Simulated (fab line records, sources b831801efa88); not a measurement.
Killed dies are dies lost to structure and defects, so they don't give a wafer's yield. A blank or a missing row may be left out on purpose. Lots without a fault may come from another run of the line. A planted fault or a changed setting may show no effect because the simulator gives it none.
Which tool did it? | flow gf180mcu | 14 lots, 42 wafers sampled, at 3 steps of a route of 602

WHAT THE GAUGES READ, wafer by wafer
GF_V1_THK_MEAS_25: measures by xrf.
lot  | measured     | on            | V1_W_THK (nm)
L233 | day 18 18:22 | film_metro-03 | 346 346 351
L234 | day 19 04:31 | film_metro-02 | 338 336 349
L235 | day 19 14:47 | film_metro-02 | 340 336 347
L236 | day 19 21:55 | film_metro-03 | 329 340 333
L238 | day 20 15:35 | film_metro-03 | 343 345 340
L239 | day 21 00:46 | film_metro-02 | 356 355 357
L243 | day 22 20:38 | film_metro-03 | 344 339 341
L247 | day 23 21:51 | film_metro-02 | 347 344 360
L249 | day 24 12:07 | film_metro-03 | 341 338 340
L251 | day 25 07:41 | film_metro-04 | 353 337 350
L252 | day 25 10:17 | film_metro-02 | 354 354 343
L253 | day 25 16:11 | film_metro-02 | 349 347 352
L254 | day 26 01:20 | film_metro-04 | 348 348 339
L255 | day 26 07:20 | film_metro-03 | 348 334 344

GF_M2_RS_MEAS_05: measures by four-point-probe.
lot  | measured     | on            | M2_ALCU_RS (ohm/sq)
L233 | day 18 18:57 | film_metro-01 | 0.0694 0.0696 0.0701
L234 | day 19 05:08 | film_metro-01 | 0.0692 0.0689 0.0700
L235 | day 19 15:23 | film_metro-01 | 0.0698 0.0698 0.0703
L236 | day 19 22:31 | film_metro-02 | 0.0693 0.0704 0.0699
L238 | day 20 16:10 | film_metro-02 | 0.0684 0.0686 0.0684
L239 | day 21 01:20 | film_metro-01 | 0.0691 0.0679 0.0686
L243 | day 22 21:13 | film_metro-02 | 0.0695 0.0693 0.0695
L247 | day 23 22:26 | film_metro-02 | 0.0696 0.0701 0.0695
L249 | day 24 12:44 | film_metro-01 | 0.0688 0.0697 0.0690
L251 | day 25 08:17 | film_metro-02 | 0.0702 0.0697 0.0699
L252 | day 25 10:52 | film_metro-02 | 0.0691 0.0690 0.0687
L253 | day 25 16:47 | film_metro-03 | 0.0691 0.0691 0.0694
L254 | day 26 01:55 | film_metro-02 | 0.0689 0.0691 0.0701
L255 | day 26 07:56 | film_metro-02 | 0.0697 0.0692 0.0709

WHICH TOOL RAN EACH LOT (tool, then ch and the chambers of the sampled wafers, then the start)
lot  | GF_M2_SPUTTER_01
L233 | pvd_sputter-02, day 18 18:49
L234 | pvd_sputter-02, day 19 04:58
L235 | pvd_sputter-03, day 19 15:13
L236 | pvd_sputter-03, day 19 22:22
L238 | pvd_sputter-03, day 20 16:02
L239 | pvd_sputter-01, day 21 01:13
L243 | pvd_sputter-01, day 22 21:05
L247 | pvd_sputter-03, day 23 22:18
L249 | pvd_sputter-03, day 24 12:35
L251 | pvd_sputter-02, day 25 08:07
L252 | pvd_sputter-01, day 25 10:44
L253 | pvd_sputter-01, day 25 16:37
L254 | pvd_sputter-02, day 26 01:48
L255 | pvd_sputter-03, day 26 07:47
- GF_M2_SPUTTER_01: material TiN, target thk 30 nm, time 25 s.

WHAT THE TOOLS THEMSELVES READ (means of the sampled wafers that have a number; where no wafer has one, the mark that the record gives instead)
GF_M2_SPUTTER_01.
lot  | tool           | throttle_valve_pct (%)
L233 | pvd_sputter-02 | 29.9
L234 | pvd_sputter-02 | 29.8
L235 | pvd_sputter-03 | 29.6
L236 | pvd_sputter-03 | 29.6
L238 | pvd_sputter-03 | 29.7
L239 | pvd_sputter-01 | 30.2
L243 | pvd_sputter-01 | 30.6
L247 | pvd_sputter-03 | 30.1
L249 | pvd_sputter-03 | 29.4
L251 | pvd_sputter-02 | 29.3
L252 | pvd_sputter-01 | 30.4
L253 | pvd_sputter-01 | 30.2
L254 | pvd_sputter-02 | 29.8
L255 | pvd_sputter-03 | 29.2

THE ANSWER, worked out from the rows above alone
Rule: what is usual is taken from the lots themselves. Put in order of their means at a reading, lots are off if they are a third of the lots or fewer, leave a main group of 4 or more, and stand apart from it by a gap of 3 or more times the standard deviation of the main group's means; of several such gaps the widest counts. A main group whose means are all the same, to the digits that the tables above print for the reading, isn't used. A lot without any number at a reading at which 4 lots or more have one is off too. The other lots that the step has rows for count as sound. The gauges are gone through in route order, then the tools' own readings, and for those a lot's mean is taken as printed above. The first step at which some lot is off is used, and at that step the reading that is off furthest; a lot without a number counts as furthest.
No lot is off at any reading shown: from this, nothing can be told.

WHAT THE SIMULATOR HAD PUT IN
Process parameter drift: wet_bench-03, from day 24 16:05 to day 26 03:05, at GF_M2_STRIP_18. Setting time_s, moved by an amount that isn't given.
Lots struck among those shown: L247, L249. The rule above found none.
